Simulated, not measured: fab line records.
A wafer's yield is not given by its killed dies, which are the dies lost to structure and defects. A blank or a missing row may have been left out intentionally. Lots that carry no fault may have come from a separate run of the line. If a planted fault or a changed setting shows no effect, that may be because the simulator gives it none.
Which tool was responsible? -- flow sky130 -- Sampling: 24 lots, 72 wafers, 6 of 708 route steps

WHAT THE GAUGES SHOWED, per wafer
SKY_VIA2_BOW_MEAS_03. Usual: VIA2_BOW typically reads 85 um, with standard deviation 8.
lot,measured,on,VIA2_BOW (um),flag
L075,day 35 03:52,film metro-01,82 91 109,
L074,day 35 04:14,film metro-03,91 80 85,
L076,day 35 13:52,film metro-03,84 81 89,
L077,day 35 17:50,film metro-03,96 107 92,
L078,day 35 23:13,film metro-03,82 78 91,
L079,day 36 11:18,film metro-03,90 73 82,
L080,day 36 18:22,film metro-04,82 74 79,
L081,day 37 16:59,film metro-01,78 98 81,
L082,day 37 22:50,film metro-04,83 78 77,
L083,day 37 23:09,film metro-03,91 73 96,
L084,day 38 08:05,film metro-01,101 89 78,
L085,day 38 11:50,film metro-03,87 93 80,
L087,day 39 13:30,film metro-03,62 90 93,
L086,day 39 15:08,film metro-04,84 83 89,
L088,day 39 18:17,film metro-04,86 76 80,
L089,day 40 04:07,film metro-04,92 76 73,
L092,day 40 06:52,film metro-04,82 86 72,
L090,day 40 08:46,film metro-01,81 86 77,
L091,day 40 11:21,film metro-04,88 88 86,
L093,day 40 15:23,film metro-04,78 75 80,
L094,day 40 20:58,film metro-04,72 81 80,
L095,day 41 05:33,film metro-03,98 102 88,
L096,day 41 15:00,film metro-01,86 84 80,
L097,day 41 20:28,film metro-03,72 90 85,

SKY_VIA3_THK_MEAS_23: measures by xrf. Usual: VIA3_W_THK typically reads 397 nm, with standard deviation 5.8.
lot,measured,on,VIA3_W_THK (nm),flag
L075,day 39 14:20,film metro-02,394 406 401,
L074,day 39 15:55,film metro-04,396 397 403,
L076,day 40 00:07,film metro-04,395 388 391,
L077,day 40 04:45,film metro-01,397 386 394,
L078,day 40 11:26,film metro-02,392 393 394,
L079,day 40 21:25,film metro-02,399 401 403,
L080,day 41 03:16,film metro-04,390 388 396,
L081,day 42 01:02,film metro-02,405 406 406,
L082,day 42 03:35,film metro-04,392 399 398,
L083,day 42 04:53,film metro-01,403 393 404,
L084,day 42 13:52,film metro-01,403 396 402,
L085,day 42 16:09,film metro-01,396 392 398,
L087,day 43 16:41,film metro-02,401 398 401,
L086,day 43 17:52,film metro-01,396 402 405,
L088,day 43 20:08,film metro-01,396 401 396,
L089,day 44 07:16,film metro-01,386 392 390,
L092,day 44 09:23,film metro-01,397 401 397,
L090,day 44 11:59,film metro-01,399 395 396,
L091,day 44 13:02,film metro-02,400 398 401,
L093,day 44 16:00,film metro-04,389 391 392,
L094,day 44 20:34,film metro-02,395 408 401,
L095,day 45 05:19,film metro-02,406 402 410,
L096,day 45 13:00,film metro-01,391 399 388,
L097,day 45 20:42,film metro-04,396 398 395,

TOOL THAT RAN EACH LOT (tool first, then ch and the chambers of the sampled wafers, then the start)
lot,SKY_METAL3_DESCUM_15,SKY_METAL3_ETCH_17,SKY_METAL3_STRIP_19,SKY_VIA3_ETCH_14
L075,"rie metal-03 ch 0,1, day 38 11:26","rie diel-01 ch 1,2,3, day 38 11:34","plasma asher-04 ch 0,1, day 38 11:45","rie diel-04 ch 0,2,3, day 39 13:20"
L074,"rie metal-03 ch 0,1, day 38 12:53","rie diel-02 ch 1,2, day 38 13:01","plasma asher-02 ch 0,1, day 38 13:12","rie diel-03 ch 0,1, day 39 14:56"
L076,"rie metal-02 ch 0,1, day 38 20:59","rie diel-02 ch 0,2,3, day 38 21:07","plasma asher-02 ch 0,1, day 38 21:20","rie diel-01 ch 0,1, day 39 23:02"
L077,"rie metal-04 ch 0,1, day 39 00:59","rie diel-01 ch 2,3, day 39 01:06","plasma asher-04 ch 0,1, day 39 01:20","rie diel-03 ch 0,2,3, day 40 03:41"
L078,"rie metal-04 ch 0,1, day 39 06:44","rie diel-02 ch 0,1,3, day 39 06:52","plasma asher-04 ch 0,1, day 39 07:04","rie diel-04 ch 0,2,3, day 40 10:01"
L079,"rie metal-02 ch 0, day 39 17:40","rie diel-03 ch 0,1,2, day 39 17:56","plasma asher-02 ch 0,1, day 39 18:18","rie diel-04 ch 2,3, day 40 20:23"
L080,"rie metal-04 ch 0,1, day 40 00:20","rie diel-02 ch 0,2,3, day 40 00:28","plasma asher-02 ch 0,1, day 40 00:52","rie diel-03 ch 0,2,3, day 41 02:11"
L081,"rie metal-04 ch 0, day 40 22:56","rie diel-03 ch 0,1,3, day 40 23:04","plasma asher-04 ch 0, day 40 23:15","rie diel-03 ch 0,3, day 42 00:02"
L082,"rie metal-03 ch 0,1, day 41 02:01","rie diel-01 ch 0,1,3, day 41 02:09","plasma asher-02 ch 1, day 41 02:20","rie diel-04 ch 1,2,3, day 42 02:35"
L083,"rie metal-03 ch 0, day 41 03:11","rie diel-02 ch 0,1,2, day 41 03:19","plasma asher-02 ch 0,1, day 41 03:30","rie diel-04 ch 0,1,2, day 42 03:50"
L084,"rie metal-02 ch 0, day 41 12:49","rie diel-03 ch 2,3, day 41 13:05","plasma asher-02 ch 0,1, day 41 13:17","rie diel-04 ch 0,1,3, day 42 12:50"
L085,"rie metal-03 ch 0,1, day 41 14:27","rie diel-02 ch 1,2,3, day 41 14:34","plasma asher-01 ch 0,1, day 41 14:58","rie diel-01 ch 0,1,2, day 42 15:05"
L087,"rie metal-03 ch 0,1, day 42 14:44","rie diel-03 ch 0,1, day 42 14:52","plasma asher-04 ch 0,1, day 42 15:04","rie diel-03 ch 0,1,3, day 43 15:20"
L086,"rie metal-03 ch 0,1, day 42 16:23","rie diel-03 ch 0,2,3, day 42 16:31","plasma asher-04 ch 0,1, day 42 16:42","rie diel-01 ch 1,2,3, day 43 16:47"
L088,"rie metal-02 ch 0,1, day 42 18:17","rie diel-02 ch 2,3, day 42 18:25","plasma asher-04 ch 0,1, day 42 18:36","rie diel-03 ch 0,2, day 43 19:01"
L089,"rie metal-02 ch 0,1, day 43 05:08","rie diel-02 ch 0,1,2, day 43 05:18","plasma asher-02 ch 0,1, day 43 05:30","rie diel-04 ch 2,3, day 44 06:14"
L092,"rie metal-04 ch 0,1, day 43 07:47","rie diel-02 ch 0,1,2, day 43 07:55","plasma asher-04 ch 0,1, day 43 08:07","rie diel-04 ch 0,1, day 44 08:22"
L090,"rie metal-02 ch 0,1, day 43 09:25","rie diel-01 ch 0,2,3, day 43 09:35","plasma asher-01 ch 0, day 43 09:47","rie diel-01 ch 0,1,3, day 44 10:56"
L091,"rie metal-03 ch 0,1, day 43 11:35","rie diel-01 ch 0,2,3, day 43 11:43","plasma asher-01 ch 0,1, day 43 11:54","rie diel-03 ch 1,2,3, day 44 11:59"
L093,"rie metal-03 ch 0,1, day 43 14:02","rie diel-01 ch 0,2,3, day 43 14:10","plasma asher-02 ch 0,1, day 43 14:21","rie diel-01 ch 1,2,3, day 44 14:55"
L094,"rie metal-02 ch 0,1, day 43 20:23","rie diel-03 ch 0,2,3, day 43 20:31","plasma asher-01 ch 0,1, day 43 20:42","rie diel-03 ch 2,3, day 44 19:34"
L095,"rie metal-04 ch 0,1, day 44 04:32","rie diel-03 ch 0,1,2, day 44 04:40","plasma asher-04 ch 0,1, day 44 04:52","rie diel-01 ch 1,2,3, day 45 04:11"
L096,"rie metal-03 ch 0,1, day 44 12:20","rie diel-02 ch 2,3, day 44 12:28","plasma asher-04 ch 0,1, day 44 12:39","rie diel-01 ch 0,1,3, day 45 11:55"
L097,"rie metal-03 ch 0,1, day 44 20:35","rie diel-01 ch 0,2,3, day 44 20:43","plasma asher-02 ch 0,1, day 44 20:54","rie diel-03 ch 0,2,3, day 45 19:35"
- SKY_METAL3_DESCUM_15: chemistry O2, time 8 s.
- SKY_METAL3_ETCH_17: etches SiO2 in C4F8/O2/Ar, stops on TiN, time 3.9 s, target depth 15 nm.
- SKY_METAL3_STRIP_19: strips in O2/N2.
- SKY_VIA3_ETCH_14: etches BARC in N2/H2, stops on SiO2, time 45.9 s, target depth 60 nm.

AS READ BY THE TOOLS THEMSELVES (means over the sampled wafers that have a number; for cases with no such wafer, the mark the record gives instead)
SKY_METAL3_DESCUM_15. Usual: drypump motor current A 5.9 A, standard deviation 0.38; oes product au 1.004 a.u., standard deviation 0.0093.
lot,tool,drypump motor current A (A),oes product au (a.u.),flag
L075,rie metal-03,5.6,0.999,
L074,rie metal-03,5.6,1.006,
L076,rie metal-02,6.4,0.990,
L077,rie metal-04,5.5,1.019,
L078,rie metal-04,5.8,1.026,
L079,rie metal-02,6.4,1.000,
L080,rie metal-04,5.8,1.010,
L081,rie metal-04,5.3,1.015,
L082,rie metal-03,5.7,0.999,
L083,rie metal-03,5.6,1.000,
L084,rie metal-02,6.3,0.996,
L085,rie metal-03,5.6,0.999,
L087,rie metal-03,5.6,0.996,
L086,rie metal-03,5.6,1.002,
L088,rie metal-02,6.4,1.007,
L089,rie metal-02,6.4,1.000,
L092,rie metal-04,5.5,1.013,
L090,rie metal-02,6.4,1.002,
L091,rie metal-03,5.6,1.001,
L093,rie metal-03,5.6,1.008,
L094,rie metal-02,6.4,0.999,
L095,rie metal-04,5.8,1.012,
L096,rie metal-03,5.6,1.007,
L097,rie metal-03,5.6,1.002,

SKY_METAL3_ETCH_17. Usual: oes product au at 0.754 a.u., with a standard deviation of 0.0086.
lot,tool,oes product au (a.u.),flag
L075,rie diel-01,0.763,
L074,rie diel-02,0.753,
L076,rie diel-02,0.757,
L077,rie diel-01,0.761,
L078,rie diel-02,0.746,
L079,rie diel-03,0.752,
L080,rie diel-02,0.761,
L081,rie diel-03,0.749,
L082,rie diel-01,0.754,
L083,rie diel-02,0.767,
L084,rie diel-03,0.742,
L085,rie diel-02,0.765,
L087,rie diel-03,0.761,
L086,rie diel-03,0.747,
L088,rie diel-02,0.756,
L089,rie diel-02,0.764,
L092,rie diel-02,0.750,
L090,rie diel-01,0.753,
L091,rie diel-01,0.741,
L093,rie diel-01,0.756,
L094,rie diel-03,0.755,
L095,rie diel-03,0.742,
L096,rie diel-02,0.746,
L097,rie diel-01,0.749,

SKY_METAL3_STRIP_19. Usual: drypump motor current A 5.7 A, standard deviation 0.32; oes product au 0.501 a.u., standard deviation 0.0058; strip time to endpoint s 6.50 s, standard deviation 0.085.
lot,tool,drypump motor current A (A),oes product au (a.u.),strip time to endpoint s (s),flag
L075,plasma asher-04,5.7,0.505,6.57,
L074,plasma asher-02,5.7,0.506,6.61,
L076,plasma asher-02,5.7,0.496,6.34,
L077,plasma asher-04,5.5,0.502,6.56,
L078,plasma asher-04,5.4,0.501,6.56,
L079,plasma asher-02,5.7,0.499,6.49,
L080,plasma asher-02,5.7,0.497,6.53,
L081,plasma asher-04,5.3,0.502,6.58,
L082,plasma asher-02,5.6,0.501,6.48,
L083,plasma asher-02,5.7,0.498,6.50,
L084,plasma asher-02,5.7,0.497,6.41,
L085,plasma asher-01,6.2,0.507,6.55,
L087,plasma asher-04,5.6,0.504,6.52,
L086,plasma asher-04,5.5,0.495,6.40,
L088,plasma asher-04,5.7,0.499,6.53,
L089,plasma asher-02,5.7,0.504,6.53,
L092,plasma asher-04,5.7,0.499,6.60,
L090,plasma asher-01,6.4,0.495,6.40,
L091,plasma asher-01,6.1,0.502,6.45,
L093,plasma asher-02,5.8,0.504,6.52,
L094,plasma asher-01,6.1,0.501,6.55,
L095,plasma asher-04,5.6,0.502,6.50,
L096,plasma asher-04,5.6,0.498,6.43,
L097,plasma asher-02,5.7,0.497,6.44,

SKY_VIA3_ETCH_14. Usual: drypump motor current A 5.7 A, standard deviation 0.44; oes product au 0.854 a.u., standard deviation 0.0048; throttle valve pct 13.225 %, standard deviation 0.0092.
lot,tool,drypump motor current A (A),oes product au (a.u.),throttle valve pct (%),flag
L075,rie diel-04,6.0,0.856,13.222,
L074,rie diel-03,5.3,0.862,13.226,
L076,rie diel-01,6.1,0.855,13.223,
L077,rie diel-03,5.7,0.856,13.223,
L078,rie diel-04,6.0,0.852,13.225,
L079,rie diel-04,5.9,0.857,13.227,
L080,rie diel-03,5.7,0.853,13.223,
L081,rie diel-03,5.6,0.852,13.227,
L082,rie diel-04,5.9,0.854,13.218,
L083,rie diel-04,6.1,0.855,13.223,
L084,rie diel-04,6.0,0.852,13.223,
L085,rie diel-01,5.7,0.851,13.221,
L087,rie diel-03,5.5,0.848,13.226,
L086,rie diel-01,5.2,0.855,13.224,
L088,rie diel-03,5.8,0.858,13.223,
L089,rie diel-04,5.8,0.852,13.229,
L092,rie diel-04,6.1,0.851,13.221,
L090,rie diel-01,5.6,0.857,13.225,
L091,rie diel-03,5.9,0.859,13.219,
L093,rie diel-01,5.3,0.848,13.222,
L094,rie diel-03,6.0,0.857,13.217,
L095,rie diel-01,5.3,0.854,13.226,
L096,rie diel-01,5.7,0.857,13.223,
L097,rie diel-03,5.7,0.858,13.221,

THE ANSWER, worked out from the rows above alone
Rule: take the mean of a lot's wafers that have a number; if it is more than 3 standard deviations from the usual mean, the lot is off. Also off: a lot with no number at a reading for which 4 or more lots have one. All remaining lots with rows at the step are treated as sound. After the gauges, taken in route order, come the tools' own readings; for these a lot's mean is taken, as printed above. At the first step where some lot is off, the reading lying furthest off is the one used; lots without a number count as furthest.
None of the lots is off at any reading shown; this tells nothing.

WHAT THE SIMULATOR HAD INSERTED
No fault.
